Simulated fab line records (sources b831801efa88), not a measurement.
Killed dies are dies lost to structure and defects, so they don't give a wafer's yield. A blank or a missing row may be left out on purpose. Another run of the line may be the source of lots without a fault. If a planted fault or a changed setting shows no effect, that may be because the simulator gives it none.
The tool behind it: which one? | flow sky130 | 14 lots, 42 wafers sampled, at 2 steps of a route of 708

## WHAT THE GAUGES READ, wafer by wafer
SKY_SONOS_TUNNEL_OVL_MEAS_08.
lot  | measured     | on         | SONOS_TUNNEL_OVL (nm)
L530 | day 11 06:49 | overlay-01 | 0.8 1.0 2.6
L531 | day 11 12:17 | overlay-02 | -2.8 -2.0 -1.2
L534 | day 12 15:24 | overlay-02 | 1.3 2.1 2.3
L535 | day 12 20:31 | overlay-02 | 0.5 1.3 -0.7
L537 | day 13 08:22 | overlay-01 | -1.2 -2.6 -2.1
L538 | day 13 22:55 | overlay-02 | -0.7 -1.2 -1.6
L539 | day 14 06:45 | overlay-01 | -0.3 0.5 0.8
L540 | day 14 08:21 | overlay-02 | -0.9 -1.2 -1.4
L541 | day 14 17:12 | overlay-01 | 38.8 41.4 40.3
L542 | day 14 21:52 | overlay-02 | 36.7 37.2 36.1
L543 | day 15 09:53 | overlay-01 | 1.0 1.1 0.3
L545 | day 16 02:15 | overlay-01 | -2.0 -1.4 -0.9
L549 | day 17 11:58 | overlay-02 | 1.3 -0.5 0.1
L550 | day 17 18:48 | overlay-01 | -1.7 -1.3 -1.7

## WHICH TOOL RAN EACH LOT (tool, then ch and the chambers of the sampled wafers, then the start)
lot  | SKY_SONOS_TUNNEL_EXPOSE_04
L530 | iline-stepper-01 ch 0, day 10 19:01
L531 | iline-stepper-02 ch 0, day 11 01:30
L534 | iline-stepper-01 ch 0, day 12 04:01
L535 | iline-stepper-02 ch 0, day 12 08:21
L537 | iline-stepper-02 ch 0, day 12 20:57
L538 | iline-stepper-01 ch 0, day 13 11:20
L539 | iline-stepper-01 ch 0, day 13 18:16
L540 | iline-stepper-02 ch 0, day 13 19:33
L541 | iline-stepper-01 ch 0, day 14 04:46
L542 | iline-stepper-01 ch 0, day 14 09:11
L543 | iline-stepper-02 ch 0, day 14 20:40
L545 | iline-stepper-02 ch 0, day 15 12:30
L549 | iline-stepper-02 ch 0, day 16 22:37
L550 | iline-stepper-02 ch 0, day 17 04:08
- SKY_SONOS_TUNNEL_EXPOSE_04: exposes mask TUNM, target cd 410 nm.

## WHAT THE TOOLS THEMSELVES READ (means of the sampled wafers that have a number; where no wafer has one, the mark that the record gives instead)
SKY_SONOS_TUNNEL_EXPOSE_04.
lot  | tool             | focus-offset-nm (nm)
L530 | iline-stepper-01 | 0.1
L531 | iline-stepper-02 | -0.7
L534 | iline-stepper-01 | -0.3
L535 | iline-stepper-02 | 0.1
L537 | iline-stepper-02 | 0.0
L538 | iline-stepper-01 | -0.6
L539 | iline-stepper-01 | -0.0
L540 | iline-stepper-02 | 0.3
L541 | iline-stepper-01 | -0.8
L542 | iline-stepper-01 | 0.2
L543 | iline-stepper-02 | 0.3
L545 | iline-stepper-02 | -0.4
L549 | iline-stepper-02 | -0.0
L550 | iline-stepper-02 | 0.3

## THE ANSWER, worked out from the rows above alone
Rule: usual is defined by the lots themselves. The widest of any qualifying gaps counts: lots, ordered by their means at a reading, are off when they make up no more than a third of the lots, leave a main group of 4 or more, and stand apart from it by 3 or more times the standard deviation of that group's means. Not used: any main group whose means are identical at the precision the tables above print for the reading. A lot without any number at a reading at which 4 lots or more have one is off too. The other lots that the step has rows for count as sound. Order of review: gauges by route order, followed by the tools' own readings, for which a lot's mean as printed above is used. The first step at which some lot is off is used, and at that step the reading that is off furthest; a lot without a number counts as furthest.
Off: L541, L542, seen at SKY_SONOS_TUNNEL_OVL_MEAS_08 (SONOS_TUNNEL_OVL). Mean -0.3 nm and standard deviation 1.3 in the main group.
A tool fits if, at a process step before that reading, it ran every lot that is off, and no sound lot after the first of them. Gauges at SKY_SONOS_TUNNEL_OVL_MEAS_08: tried the same way as those tools. One candidate fits, namely iline-stepper-01 at SKY_SONOS_TUNNEL_EXPOSE_04. A fault onset in the window from L539 (day 13 18:16, its last sound lot) to L541 (day 14 04:46, its first lot off) fits.

## WHAT HAD BEEN PUT IN BY THE SIMULATOR
Scanner matching overlay: iline-stepper-01, from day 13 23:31 on, at SKY_SONOS_TUNNEL_EXPOSE_04. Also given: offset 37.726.
Shown lots that were struck: L541, L542. The rule above reached the same finding.
